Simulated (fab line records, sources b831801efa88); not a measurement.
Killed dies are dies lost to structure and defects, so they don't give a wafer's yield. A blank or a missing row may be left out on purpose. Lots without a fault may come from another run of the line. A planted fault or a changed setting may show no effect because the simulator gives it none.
Which tool did it? | flow gf180mcu | 14 lots, 42 wafers sampled, at 4 steps of a route of 602

WHAT THE GAUGES READ, wafer by wafer
GF_M4_CD_MEAS_14: target cd 280 nm.
lot  | measured     | on        | cd_nm (nm)
L400 | day 23 10:01 | cd_sem-01 | 279.5 280.5 280.4
L402 | day 24 03:30 | cd_sem-01 | 279.4 281.7 280.2
L403 | day 24 21:00 | cd_sem-02 | 278.0 279.3 279.3
L405 | day 25 08:43 | cd_sem-02 | 280.8 280.7 280.3
L406 | day 25 13:55 | cd_sem-01 | 280.2 279.7 280.4
L407 | day 26 00:05 | cd_sem-02 | 281.6 282.6 281.4
L409 | day 26 08:33 | cd_sem-01 | 279.9 280.4 279.8
L410 | day 26 19:18 | cd_sem-02 | 278.6 279.9 279.1
L411 | day 27 10:03 | cd_sem-02 | 280.0 279.4 280.3
L412 | day 27 15:56 | cd_sem-01 | 279.8 279.8 278.5
L413 | day 27 18:07 | cd_sem-01 | 280.5 281.2 281.1
L414 | day 27 22:31 | cd_sem-01 | 278.7 280.0 280.2
L415 | day 28 10:56 | cd_sem-02 | 281.4 282.2 281.0
L423 | day 30 10:24 | cd_sem-01 | 278.3 278.7 279.1

GF_V5_THK_MEAS_25: measures by xrf.
lot  | measured     | on            | V5_W_THK (nm)
L400 | day 27 05:55 | film_metro-04 | 354 356 347
L402 | day 27 20:04 | film_metro-02 | 334 333 335
L403 | day 28 13:29 | film_metro-01 | 349 349 352
L405 | day 28 23:54 | film_metro-01 | 351 354 356
L406 | day 29 05:29 | film_metro-02 | 340 345 340
L407 | day 29 14:21 | film_metro-02 | 345 343 347
L409 | day 29 21:38 | film_metro-02 | 337 338 333
L410 | day 30 07:49 | film_metro-04 | 354 353 357
L411 | day 30 20:44 | film_metro-01 | 346 344 349
L412 | day 31 02:41 | film_metro-01 | 348 347 348
L413 | day 31 04:54 | film_metro-01 | 350 351 349
L414 | day 31 08:25 | film_metro-01 | 348 351 348
L415 | day 31 18:46 | film_metro-02 | 346 350 347
L423 | day 33 13:26 | film_metro-02 | 344 344 342

WHICH TOOL RAN EACH LOT (tool, then ch and the chambers of the sampled wafers, then the start)
lot  | GF_STI_ETCH_14                  | GF_MIM_SPUTTER_03
L400 | rie_si-01 ch 1,2, day 2 01:28   | pvd_sputter-04, day 24 11:54
L402 | rie_si-01 ch 1,2, day 2 11:10   | pvd_sputter-04, day 25 04:09
L403 | rie_si-02 ch 1,2,3, day 2 16:34 | pvd_sputter-04, day 25 21:01
L405 | rie_si-01 ch 1,2, day 3 04:01   | pvd_sputter-02, day 26 08:59
L406 | rie_si-02 ch 0,1, day 3 09:48   | pvd_sputter-04, day 26 15:13
L407 | rie_si-02 ch 0,1, day 3 16:31   | pvd_sputter-03, day 27 00:16
L409 | rie_si-02 ch 0,2,3, day 4 00:01 | pvd_sputter-04, day 27 08:13
L410 | rie_si-01 ch 0,1,2, day 4 05:16 | pvd_sputter-04, day 27 18:36
L411 | rie_si-01 ch 1,2,3, day 4 11:31 | pvd_sputter-03, day 28 08:37
L412 | rie_si-02 ch 0,1,3, day 4 14:28 | pvd_sputter-03, day 28 15:21
L413 | rie_si-02 ch 0,1,3, day 4 20:34 | pvd_sputter-02, day 28 17:47
L414 | rie_si-02 ch 0,2,3, day 5 03:12 | pvd_sputter-03, day 28 21:25
L415 | rie_si-02 ch 0,2,3, day 5 06:55 | pvd_sputter-04, day 29 08:52
L423 | rie_si-01 ch 0,1,2, day 6 23:49 | pvd_sputter-04, day 31 07:59
- GF_STI_ETCH_14: etches Si in HBr/Cl2/O2, target depth 360 nm, time 102.9 s.
- GF_MIM_SPUTTER_03: material Ti, target thk 10 nm, time 6.7 s.

WHAT THE TOOLS THEMSELVES READ (means of the sampled wafers that have a number; where no wafer has one, the mark that the record gives instead)
GF_STI_ETCH_14.
lot  | tool      | bias_w (W) | drypump_motor_current_A (A) | oes_product_au (a.u.) | throttle_valve_pct (%)
L400 | rie_si-01 | 150.4      | 5.8                         | 1.013                 | 25.656
L402 | rie_si-01 | 150.5      | 5.7                         | 1.015                 | 25.654
L403 | rie_si-02 | 150.1      | 5.3                         | 1.007                 | 25.651
L405 | rie_si-01 | 150.2      | 6.1                         | 1.015                 | 25.653
L406 | rie_si-02 | 150.0      | 5.7                         | 0.998                 | 25.648
L407 | rie_si-02 | 149.7      | 5.8                         | 1.017                 | 25.641
L409 | rie_si-02 | 150.0      | 5.3                         | 0.996                 | 25.657
L410 | rie_si-01 | 149.7      | 6.2                         | 0.996                 | 25.647
L411 | rie_si-01 | 150.5      | 5.9                         | 0.999                 | 25.663
L412 | rie_si-02 | 150.5      | 5.6                         | 1.006                 | 25.647
L413 | rie_si-02 | 150.1      | 5.6                         | 1.006                 | 25.650
L414 | rie_si-02 | 148.6      | 5.3                         | 1.003                 | 25.656
L415 | rie_si-02 | 148.2      | 5.3                         | 0.992                 | 25.662
L423 | rie_si-01 | 150.3      | 6.1                         | 0.997                 | 25.648

GF_MIM_SPUTTER_03.
lot  | tool           | throttle_valve_pct (%)
L400 | pvd_sputter-04 | 30.3
L402 | pvd_sputter-04 | 30.8
L403 | pvd_sputter-04 | 30.1
L405 | pvd_sputter-02 | 29.9
L406 | pvd_sputter-04 | 29.1
L407 | pvd_sputter-03 | 29.1
L409 | pvd_sputter-04 | 30.4
L410 | pvd_sputter-04 | 29.6
L411 | pvd_sputter-03 | 29.5
L412 | pvd_sputter-03 | 29.1
L413 | pvd_sputter-02 | 31.3
L414 | pvd_sputter-03 | 29.1
L415 | pvd_sputter-04 | 30.4
L423 | pvd_sputter-04 | 28.9

THE ANSWER, worked out from the rows above alone
Rule: what is usual is taken from the lots themselves. Put in order of their means at a reading, lots are off if they are a third of the lots or fewer, leave a main group of 4 or more, and stand apart from it by a gap of 3 or more times the standard deviation of the main group's means; of several such gaps the widest counts. A main group whose means are all the same, to the digits that the tables above print for the reading, isn't used. A lot without any number at a reading at which 4 lots or more have one is off too. The other lots that the step has rows for count as sound. The gauges are gone through in route order, then the tools' own readings, and for those a lot's mean is taken as printed above. The first step at which some lot is off is used, and at that step the reading that is off furthest; a lot without a number counts as furthest.
Off: L414, L415, at GF_STI_ETCH_14 (bias_w). The main group: mean 150.2 W, standard deviation 0.27.
A tool fits if, at that step or a process step before it, it ran every lot that is off, and no sound lot after the first of them. One fits: rie_si-02 at GF_STI_ETCH_14. Its last sound lot is L413 (day 4 20:34), its first lot that is off L414 (day 5 03:12): a fault that began between those two fits.
The tool's own readings at GF_STI_ETCH_14 bear it out: on the lots that are off they differ by more than 5 times the standard deviation of the sound lots' means. bias_w reads 148.4 W there against 150.2 W on the sound lots.

WHAT THE SIMULATOR HAD PUT IN
Process parameter drift: rie_si-02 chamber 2, from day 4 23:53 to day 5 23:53, at GF_STI_ETCH_14. Setting bias_w, moved by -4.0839, from 150. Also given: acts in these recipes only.
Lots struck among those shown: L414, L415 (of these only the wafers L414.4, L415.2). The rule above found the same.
